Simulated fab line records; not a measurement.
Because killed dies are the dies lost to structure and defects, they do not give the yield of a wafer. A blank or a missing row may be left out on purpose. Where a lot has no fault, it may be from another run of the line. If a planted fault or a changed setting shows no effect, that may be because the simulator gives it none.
Problem report in the 8D (eight disciplines) form, filled by code + flow sky130 + the parts of the form that need people (team, actions taken, sign-off) are left out

== 1. WHAT WENT WRONG ==
Mean LOCAL_INTERCONNECT_TIN_RS at SKY_LOCAL_INTERCONNECT_RS_MEAS_01: 11.09 ohm/sq over 2 wafers in 2 lots; fault-free wafers: 14.19 ohm/sq, standard deviation 0.18. Relative to the usual mean, that is a shift of -17 standard deviations.
The step: measures by four-point-probe.
First seen on wafer L946.1, day 34 15:31, on film_metro-01. At this step, 33 wafers from 11 lots have a number in the record. The rule behind "out" and "out of limits": a value lying over 4 standard deviations away from the usual mean. The other wafers with a number count as sound.

== 2. WHAT THIS IS AND IS NOT ==
| question                    | is                           | is not                                                                                 |
|-----------------------------|------------------------------|----------------------------------------------------------------------------------------|
| which readings at this step | LOCAL_INTERCONNECT_TIN_RS    | -                                                                                      |
| which lots                  | L946, L947                   | L931, L932, L933, L936, L938, L944, L950, L952, L953                                   |
| which wafers of those lots  | L946.1, L947.5               | L946.2, L946.5, L947.1, L947.2                                                         |
| read on which gauges        | film_metro-01, film_metro-02 | film_metro-04                                                                          |
| when                        | from day 34 15:31            | up to then (20 sound wafers); but 11 sound wafers of L947, L950, L952, L953 came after |

== 3. SUSPECTS, AND WHAT RULES EACH OUT ==
Counting: any tool at a process step up to the reading remains a suspect provided it ran every lot that is out. Sound lots after the first of them don't rule it out here, since some wafers of a struck lot are sound.
- ruled out: the gauge at SKY_LOCAL_INTERCONNECT_RS_MEAS_01. Those wafers that are out were read across 2 gauges (film_metro-01, film_metro-02).
- pvd_sputter-04 at SKY_LOCAL_INTERCONNECT_SPUTTER_00 (material TiN, target thk 100 nm, time 83.3 s): kept. Every lot that is out went through it, the first being L946 (day 34 15:28); the last sound lot it ran before that was L944 (day 34 06:14).
After counting, what remains is pvd_sputter-04 at SKY_LOCAL_INTERCONNECT_SPUTTER_00.

== 4. THE CAUSE (what the simulator had put in) ==
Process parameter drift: pvd_sputter-04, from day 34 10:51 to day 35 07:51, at SKY_LOCAL_INTERCONNECT_SPUTTER_00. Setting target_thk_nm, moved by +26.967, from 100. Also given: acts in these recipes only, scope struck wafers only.
Counting left only this tool.

== 5. THE EFFECT CHAIN, in route order ==
Rows list readings where the struck wafers' mean (over those with a number) sits beyond 3 standard deviations from the usual. Only readings for which the record gives a usual standard deviation are gone through. hours: the time from each lot's start at the first step in this table that gives one to its start at this step, as a median over the lots. sigmas: the change in usual standard deviations.
| hours | step                                 | reading                    | usual        | on struck wafers | change | sigmas |
|-------|--------------------------------------|----------------------------|--------------|------------------|--------|--------|
| 0     | SKY_LOCAL_INTERCONNECT_RS_MEAS_01    | LOCAL_INTERCONNECT_TIN_RS  | 14.19 ohm/sq | 11.09            | -3.10  | -17    |
| 0     | SKY_LOCAL_INTERCONNECT_THK_MEAS_02   | LOCAL_INTERCONNECT_TIN_THK | 98.6 nm      | 124.4            | +25.8  | +24    |
| 27    | SKY_LOCAL_INTERCONNECT_METAL_ETCH_14 | oes_product_au             | 0.960 a.u.   | 0.995            | +0.035 | +4.8   |
Its process steps:
- SKY_LOCAL_INTERCONNECT_METAL_ETCH_14: etches TiN in Cl2/BCl3, stops on PSG, target depth 110 nm, time 30.26 s.

== 6. WHAT WOULD HAVE CAUGHT IT SOONER ==
5 hours passed between the start of the fault at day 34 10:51 and the first reading out of limits at a measuring or inspecting step in this record, taken at day 34 15:31.
Tool readings at SKY_LOCAL_INTERCONNECT_SPUTTER_00 with a usual standard deviation given in the record: none out on any struck wafer, hence no alarm at a limit of 4 standard deviations on them.
L947, from the lots that are out (2), started SKY_LOCAL_INTERCONNECT_SPUTTER_00 on pvd_sputter-04 later than day 34 15:31. Had the tool been put on hold then, it would have been spared.
